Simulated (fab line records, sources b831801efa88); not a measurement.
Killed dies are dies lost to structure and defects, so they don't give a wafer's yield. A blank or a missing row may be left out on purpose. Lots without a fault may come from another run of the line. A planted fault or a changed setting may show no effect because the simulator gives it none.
fab line records | flow sky130
record lots=24 wafers=72 last_day=50
route steps=708 shown LI_CONTACT@385 LOCAL_INTERCONNECT@388 CONTACT@407
lots that met no fault: from a run of the same line without faults
start_h: hours from the record's first day to the start of the lot's first wafer shown | wait_h: hours since the lot's step before | " the same as in the row above | L1.1+2: a row that stands for several wafers | - no value, or no start given | * or withheld: withheld | < > ~ a bound
route shown NAME@n: a module of which the file shows steps, and the number in the route of the first | usual: mean/standard deviation of fault-free wafers | same: alike in all rows | chamber/n: place in a boat | sites: the reading at each site | _std_site: their standard deviation | _edge_site: outer sites' mean less inner sites' | radius_mm: how far each site lies from the wafer's centre | mask NAME#n: copy n | behind: the tool/chamber that last shaped the wafer | hold: why the lot was held/for how many hours/how that ended | device: the transistor (n, p or np) that didn't switch | end of line: the same wafers' tests at the end of the route | a step without rows: its recipe alone | killed: dies lost to structure and defects at the first sort, not the wafer's yield | map: a wafer's dies, x killed, . not, _ none there
set.NAME: the setting as run; set.NAME@STEP: as run at that earlier step | model.NAME: the simulator's own value behind a step, which no gauge read
steps of the route over a sample of lots; a table a step, a row a wafer
services: from which hour (start_h, from the record's first day; less than 0 if before it) a tool's chamber was out of use, for how many hours, and why
## steps
# step SKY_LI_CONTACT_THK_MEAS_23
# recipe thk_meas_gauge=xrf reads=W_of_LI_CONTACT_CVD_21
# usual LI_CONTACT_W_THK=394/3.8
# columns lot.wafer tool chamber start_h wait_h LI_CONTACT_W_THK[nm]
L074.3 film_metro-02 - 669.45 0.1 391
L074.5 " - " " 396
L074.6 " - " " 391
L075.1 film_metro-04 - 678.30 0.1 394
L075.4 " - " " 392
L075.6 " - " " 396
L076.1 film_metro-04 - 719.68 0.1 391
L076.2 " - " " 394
L076.6 " - " " 396
L078.1 film_metro-02 - 724.15 0.1 398
L078.3 " - " " 398
L078.6 " - " " 397
L077.1 film_metro-04 - 724.55 0.1 395
L077.4 " - " " 394
L077.5 " - " " 397
L080.2 film_metro-03 - 732.56 0.1 395
L080.5 " - " " 395
L080.6 " - " " 393
L079.3 film_metro-03 - 733.85 0.1 391
L079.4 " - " " 398
L079.5 " - " " 394
L082.2 film_metro-02 - 742.01 0.1 398
L082.5 " - " " 394
L082.6 " - " " 400
L081.3 film_metro-02 - 742.27 0.1 400
L081.5 " - " " 394
L081.6 " - " " 396
L084.1 film_metro-02 - 750.00 0.1 391
L084.5 " - " " 389
L084.6 " - " " 396
L083.1 film_metro-04 - 755.75 0.1 395
L083.2 " - " " 392
L083.4 " - " " 391
L085.3 film_metro-02 - 759.65 0.1 398
L085.5 " - " " 399
L085.6 " - " " 395
L086.1 film_metro-04 - 764.06 0.1 396
L086.2 " - " " 393
L086.4 " - " " 397
L087.2 film_metro-02 - 776.11 0.1 398
L087.3 " - " " 397
L087.5 " - " " 394
L088.1 film_metro-04 - 776.65 0.1 393
L088.2 " - " " 394
L088.4 " - " " 389
L089.2 film_metro-02 - 787.77 0.1 400
L089.5 " - " " 397
L089.6 " - " " 394
L090.2 film_metro-02 - 798.12 0.1 403
L090.4 " - " " 392
L090.5 " - " " 396
L091.3 film_metro-02 - 802.18 0.1 393
L091.4 " - " " 400
L091.5 " - " " 399
L092.2 film_metro-03 - 816.01 0.1 392
L092.4 " - " " 385
L092.6 " - " " 394
L093.1 film_metro-02 - 824.11 0.1 389
L093.2 " - " " 395
L093.6 " - " " 391
L094.1 film_metro-02 - 826.33 0.1 399
L094.3 " - " " 396
L094.6 " - " " 401
L095.1 film_metro-02 - 831.43 0.1 391
L095.3 " - " " 395
L095.5 " - " " 392
L096.3 film_metro-03 - 845.49 0.1 387
L096.5 " - " " 384
L096.6 " - " " 386
L097.1 film_metro-04 - 846.11 0.1 392
L097.2 " - " " 394
L097.5 " - " " 395
# step SKY_LOCAL_INTERCONNECT_RS_MEAS_01
# recipe thk_meas_gauge=four-point-probe reads=TiN_of_LOCAL_INTERCONNECT_SPUTTER_00
# usual LOCAL_INTERCONNECT_TIN_RS=14.18/0.17
# columns lot.wafer tool chamber start_h wait_h LOCAL_INTERCONNECT_TIN_RS[ohm/sq]
L074.3 film_metro-01 - 669.89 0.1 13.92
L074.5 " - " " 13.93
L074.6 " - " " 14.04
L075.1 film_metro-03 - 678.72 0.0 13.93
L075.4 " - " " 13.91
L075.6 " - " " 13.92
L076.1 film_metro-01 - 720.10 0.0 13.92
L076.2 " - " " 13.85
L076.6 " - " " 13.74
L078.1 film_metro-02 - 724.58 0.0 14.10
L078.3 " - " " 14.23
L078.6 " - " " 14.24
L077.1 film_metro-01 - 725.08 0.0 14.25
L077.4 " - " " 14.30
L077.5 " - " " 14.15
L080.2 film_metro-01 - 733.02 0.1 14.08
L080.5 " - " " 14.22
L080.6 " - " " 14.21
L079.3 film_metro-02 - 734.29 0.1 14.10
L079.4 " - " " 14.20
L079.5 " - " " 14.11
L082.2 film_metro-01 - 742.44 0.1 14.31
L082.5 " - " " 14.21
L082.6 " - " " 14.34
L081.3 film_metro-03 - 742.72 0.1 14.21
L081.5 " - " " 14.18
L081.6 " - " " 14.22
L084.1 film_metro-03 - 750.43 0.0 14.27
L084.5 " - " " 14.15
L084.6 " - " " 14.09
L083.1 film_metro-02 - 756.17 0.0 14.26
L083.2 " - " " 14.54
L083.4 " - " " 14.27
L085.3 film_metro-01 - 760.09 0.1 14.47
L085.5 " - " " 14.45
L085.6 " - " " 14.41
L086.1 film_metro-02 - 764.54 0.0 14.21
L086.2 " - " " 14.19
L086.4 " - " " 14.21
L087.2 film_metro-02 - 776.54 0.1 14.19
L087.3 " - " " 14.06
L087.5 " - " " 14.02
L088.1 film_metro-03 - 777.08 0.0 14.17
L088.2 " - " " 14.46
L088.4 " - " " 14.31
L089.2 film_metro-02 - 788.21 0.1 14.56
L089.5 " - " " 14.24
L089.6 " - " " 14.54
L090.2 film_metro-03 - 798.55 0.1 14.02
L090.4 " - " " 14.07
L090.5 " - " " 14.14
L091.3 film_metro-02 - 802.62 0.1 14.14
L091.4 " - " " 14.11
L091.5 " - " " 14.15
L092.2 film_metro-01 - 816.44 0.1 14.25
L092.4 " - " " 13.93
L092.6 " - " " 14.09
L093.1 film_metro-03 - 824.53 0.0 14.20
L093.2 " - " " 14.03
L093.6 " - " " 14.09
L094.1 film_metro-02 - 826.75 0.0 14.15
L094.3 " - " " 14.03
L094.6 " - " " 14.07
L095.1 film_metro-03 - 831.85 0.0 14.40
L095.3 " - " " 14.44
L095.5 " - " " 14.39
L096.3 film_metro-01 - 845.93 0.1 14.13
L096.5 " - " " 14.04
L096.6 " - " " 13.91
L097.1 film_metro-03 - 846.53 0.0 14.27
L097.2 " - " " 14.21
L097.5 " - " " 14.27
# step SKY_CONTACT_THK_MEAS_01
# recipe reads=Si3N4_of_CONTACT_CVD_00
# usual CONTACT_CVD_00_THK=74.9/1
# columns lot.wafer tool chamber start_h wait_h CONTACT_CVD_00_THK[nm]
L074.3 film_metro-01 - 698.69 - 75.2
L074.5 " - " " 75.8
L074.6 " - " " 75.4
L075.1 film_metro-01 - 707.67 - 73.8
L075.4 " - " " 75.3
L075.6 " - " " 75.7
L076.1 film_metro-01 - 749.22 - 74.4
L076.2 " - " " 74.6
L076.6 " - " " 74.2
L078.1 film_metro-04 - 751.30 - 74.6
L078.3 " - " " 74.8
L078.6 " - " " 75.2
L077.1 film_metro-03 - 752.84 - 73.5
L077.4 " - " " 75.2
L077.5 " - " " 74.7
L080.2 film_metro-03 - 760.85 - 74.1
L080.5 " - " " 74.1
L080.6 " - " " 74.3
L079.3 film_metro-04 - 762.04 - 75.8
L079.4 " - " " 76.3
L079.5 " - " " 76.8
L082.2 film_metro-03 - 769.74 - 74.9
L082.5 " - " " 75.0
L082.6 " - " " 75.6
L081.3 film_metro-01 - 770.69 - 73.3
L081.5 " - " " 74.8
L081.6 " - " " 74.9
L084.1 film_metro-04 - 778.07 - 73.7
L084.5 " - " " 75.3
L084.6 " - " " 74.6
L083.1 film_metro-01 - 783.46 - 74.0
L083.2 " - " " 73.8
L083.4 " - " " 75.1
L085.3 film_metro-03 - 787.31 - 74.0
L085.5 " - " " 75.6
L085.6 " - " " 75.0
L086.1 film_metro-03 - 792.67 - 74.6
L086.2 " - " " 75.0
L086.4 " - " " 76.3
L087.2 film_metro-03 - 805.13 - 74.4
L087.3 " - " " 73.9
L087.5 " - " " 74.5
L088.1 film_metro-04 - 805.86 - 74.4
L088.2 " - " " 73.7
L088.4 " - " " 74.5
L089.2 film_metro-04 - 816.29 - 73.7
L089.5 " - " " 74.7
L089.6 " - " " 75.2
L090.2 film_metro-03 - 826.10 - 73.8
L090.4 " - " " 76.0
L090.5 " - " " 76.2
L091.3 film_metro-01 - 830.78 - 76.0
L091.4 " - " " 75.3
L091.5 " - " " 75.6
L092.2 film_metro-04 - 843.27 - 75.0
L092.4 " - " " 77.3
L092.6 " - " " 75.1
L093.1 film_metro-01 - 851.25 - 73.8
L093.2 " - " " 74.2
L093.6 " - " " 74.2
L094.1 film_metro-01 - 853.59 - 75.7
L094.3 " - " " 73.8
L094.6 " - " " 77.3
L095.1 film_metro-04 - 858.33 - 73.2
L095.3 " - " " 74.2
L095.5 " - " " 73.5
L096.3 film_metro-01 - 872.79 - 75.0
L096.5 " - " " 75.9
L096.6 " - " " 75.1
L097.1 film_metro-01 - 873.47 - 73.6
L097.2 " - " " 74.4
L097.5 " - " " 75.5
# step SKY_CONTACT_CD_MEAS_14
# recipe target_cd_nm=170
# usual cd_nm=170.1/1.3
# columns lot.wafer tool chamber start_h wait_h cd_nm
L074.3 cd_sem-02 - 727.06 - 170.1
L074.5 " - " " 168.3
L074.6 " - " " 171.2
L075.1 cd_sem-02 - 736.40 - 173.3
L075.4 " - " " 171.2
L075.6 " - " " 171.1
L076.1 cd_sem-02 - 776.55 - 171.8
L076.2 " - " " 171.1
L076.6 " - " " 171.4
L078.1 cd_sem-01 - 778.30 - 171.2
L078.3 " - " " 169.9
L078.6 " - " " 171.7
L077.1 cd_sem-01 - 779.95 - 167.7
L077.4 " - " " 169.3
L077.5 " - " " 169.8
L080.2 cd_sem-01 - 788.17 - 170.8
L080.5 " - " " 169.9
L080.6 " - " " 170.6
L079.3 cd_sem-01 - 790.36 - 169.7
L079.4 " - " " 169.7
L079.5 " - " " 170.9
L082.2 cd_sem-02 - 796.81 - 170.9
L082.5 " - " " 169.4
L082.6 " - " " 170.6
L081.3 cd_sem-02 - 798.66 - 170.3
L081.5 " - " " 170.2
L081.6 " - " " 170.3
L084.1 cd_sem-02 - 805.25 - 171.1
L084.5 " - " " 171.3
L084.6 " - " " 170.8
L083.1 cd_sem-01 - 811.40 - 168.8
L083.2 " - " " 168.2
L083.4 " - " " 169.1
L085.3 cd_sem-02 - 814.94 - 167.5
L085.5 " - " " 168.2
L085.6 " - " " 169.4
L086.1 cd_sem-01 - 819.30 - 171.6
L086.2 " - " " 171.8
L086.4 " - " " 171.9
L087.2 cd_sem-02 - 831.17 - 170.1
L087.3 " - " " 172.1
L087.5 " - " " 171.8
L088.1 cd_sem-02 - 831.99 - 167.7
L088.2 " - " " 168.3
L088.4 " - " " 169.1
L089.2 cd_sem-02 - 842.54 - 170.4
L089.5 " - " " 170.8
L089.6 " - " " 168.4
L090.2 cd_sem-02 - 852.62 - 173.1
L090.4 " - " " 170.4
L090.5 " - " " 170.8
L091.3 cd_sem-02 - 856.91 - 170.5
L091.4 " - " " 170.6
L091.5 " - " " 168.7
L092.2 cd_sem-01 - 869.87 - 169.8
L092.4 " - " " 169.6
L092.6 " - " " 170.4
L093.1 cd_sem-02 - 877.35 - 168.7
L093.2 " - " " 168.7
L093.6 " - " " 169.5
L094.1 cd_sem-01 - 880.72 - 172.5
L094.3 " - " " 173.0
L094.6 " - " " 171.6
L095.1 cd_sem-02 - 885.45 - 169.2
L095.3 " - " " 170.0
L095.5 " - " " 168.9
L096.3 cd_sem-01 - 899.99 - 168.1
L096.5 " - " " 167.8
L096.6 " - " " 168.6
L097.1 cd_sem-02 - 900.55 - 171.4
L097.2 " - " " 169.9
L097.5 " - " " 171.6
# step SKY_CONTACT_CVD_24
# recipe material=W target_thk_nm=340 time_s=102.12 temp_c=400 pressure_torr=40
# usual heater_power_w=926/64
# columns lot.wafer tool chamber start_h wait_h heater_power_w
L074.3 cvd_w-01 1 728.07 0.1 866
L074.5 " 1 " " 866
L074.6 " 0 " " 943
L075.1 cvd_w-01 1 737.43 0.0 866
L075.4 " 1 " " 848
L075.6 " 1 " " 878
L076.1 cvd_w-02 1 778.00 0.0 1014
L076.2 " 0 " " 866
L076.6 " 1 " " 1055
L078.1 cvd_w-01 1 779.75 0.0 862
L078.3 " 1 " " 883
L078.6 " 1 " " 893
L077.1 cvd_w-02 1 780.96 0.0 994
L077.4 " 1 " " 986
L077.5 " 0 " " 877
L080.2 cvd_w-01 0 789.10 0.0 910
L080.5 " 1 " " 882
L080.6 " 0 " " 922
L079.3 cvd_w-02 0 791.30 0.1 867
L079.4 " 1 " " 1026
L079.5 " 1 " " 1035
L082.2 cvd_w-02 0 797.77 0.0 867
L082.5 " 0 " " 871
L082.6 " 1 " " 1008
L081.3 cvd_w-02 1 799.60 0.1 1045
L081.5 " 0 " " 861
L081.6 " 1 " " 1037
L084.1 cvd_w-02 1 806.23 0.0 1000
L084.5 " 1 " " 1017
L084.6 " 0 " " 870
L083.1 cvd_w-01 1 812.37 0.0 870
L083.2 " 0 " " 936
L083.4 " 1 " " 860
L085.3 cvd_w-01 0 815.88 0.1 933
L085.5 " 0 " " 915
L085.6 " 1 " " 879
L086.1 cvd_w-01 1 820.25 0.0 860
L086.2 " 0 " " 925
L086.4 " 1 " " 875
L087.2 cvd_w-02 0 832.09 0.0 883
L087.3 " 0 " " 841
L087.5 " 1 " " 1007
L088.1 cvd_w-02 1 832.94 0.0 1023
L088.2 " 0 " " 856
L088.4 " 0 " " 851
L089.2 cvd_w-01 0 843.47 0.0 953
L089.5 " 1 " " 879
L089.6 " 0 " " 942
L090.2 cvd_w-01 0 853.54 0.0 915
L090.4 " 0 " " 935
L090.5 " 1 " " 849
L091.3 cvd_w-01 0 857.85 0.1 918
L091.4 " 1 " " 901
L091.5 " 0 " " 919
L092.2 cvd_w-02 0 870.79 0.0 889
L092.4 " 0 " " 857
L092.6 " 1 " " 1019
L093.1 cvd_w-02 0 878.29 0.0 888
L093.2 " 1 " " 1037
L093.6 " 0 " " 879
L094.1 cvd_w-02 1 881.67 0.0 1004
L094.3 " 0 " " 876
L094.6 " 1 " " 1000
L095.1 cvd_w-02 1 886.39 0.0 1007
L095.3 " 1 " " 1055
L095.5 " 0 " " 871
L096.3 cvd_w-02 1 900.98 0.1 999
L096.5 " 0 " " 874
L096.6 " 1 " " 1035
L097.1 cvd_w-01 1 901.55 0.0 868
L097.2 " 0 " " 932
L097.5 " 1 " " 879
# step SKY_CONTACT_THK_MEAS_26
# recipe thk_meas_gauge=xrf reads=W_of_CONTACT_CVD_24
# usual CONTACT_W_THK=336/4.8
# columns lot.wafer tool chamber start_h wait_h CONTACT_W_THK[nm]
L074.3 film_metro-03 - 728.28 0.1 339
L074.5 " - " " 339
L074.6 " - " " 326
L075.1 film_metro-01 - 737.66 0.1 345
L075.4 " - " " 342
L075.6 " - " " 345
L076.1 film_metro-03 - 778.23 0.1 332
L076.2 " - " " 325
L076.6 " - " " 328
L078.1 film_metro-01 - 779.98 0.1 339
L078.3 " - " " 339
L078.6 " - " " 341
L077.1 film_metro-04 - 781.19 0.1 333
L077.4 " - " " 335
L077.5 " - " " 334
L080.2 film_metro-04 - 789.34 0.1 334
L080.5 " - " " 338
L080.6 " - " " 334
L079.3 film_metro-01 - 791.51 0.1 337
L079.4 " - " " 334
L079.5 " - " " 335
L082.2 film_metro-01 - 798.01 0.1 342
L082.5 " - " " 342
L082.6 " - " " 337
L081.3 film_metro-01 - 799.82 0.1 341
L081.5 " - " " 337
L081.6 " - " " 337
L084.1 film_metro-01 - 806.46 0.1 340
L084.5 " - " " 339
L084.6 " - " " 340
L083.1 film_metro-01 - 812.60 0.1 338
L083.2 " - " " 328
L083.4 " - " " 341
L085.3 film_metro-01 - 816.09 0.1 327
L085.5 " - " " 327
L085.6 " - " " 332
L086.1 film_metro-03 - 820.48 0.1 334
L086.2 " - " " 332
L086.4 " - " " 335
L087.2 film_metro-03 - 832.33 0.1 337
L087.3 " - " " 338
L087.5 " - " " 333
L088.1 film_metro-04 - 833.17 0.1 337
L088.2 " - " " 345
L088.4 " - " " 338
L089.2 film_metro-04 - 843.71 0.1 334
L089.5 " - " " 335
L089.6 " - " " 330
L090.2 film_metro-03 - 853.78 0.1 333
L090.4 " - " " 328
L090.5 " - " " 341
L091.3 film_metro-03 - 858.06 0.1 324
L091.4 " - " " 336
L091.5 " - " " 325
L092.2 film_metro-04 - 871.03 0.1 338
L092.4 " - " " 334
L092.6 " - " " 332
L093.1 film_metro-01 - 878.52 0.1 341
L093.2 " - " " 342
L093.6 " - " " 343
L094.1 film_metro-04 - 881.90 0.1 341
L094.3 " - " " 336
L094.6 " - " " 332
L095.1 film_metro-03 - 886.62 0.1 345
L095.3 " - " " 343
L095.5 " - " " 339
L096.3 film_metro-03 - 901.19 0.1 332
L096.5 " - " " 331
L096.6 " - " " 338
L097.1 film_metro-03 - 901.78 0.1 338
L097.2 " - " " 335
L097.5 " - " " 342
## services
# columns tool chamber start_h hours kind
cvd_w-01 - 828.75 6.9 pm
## key
fault none
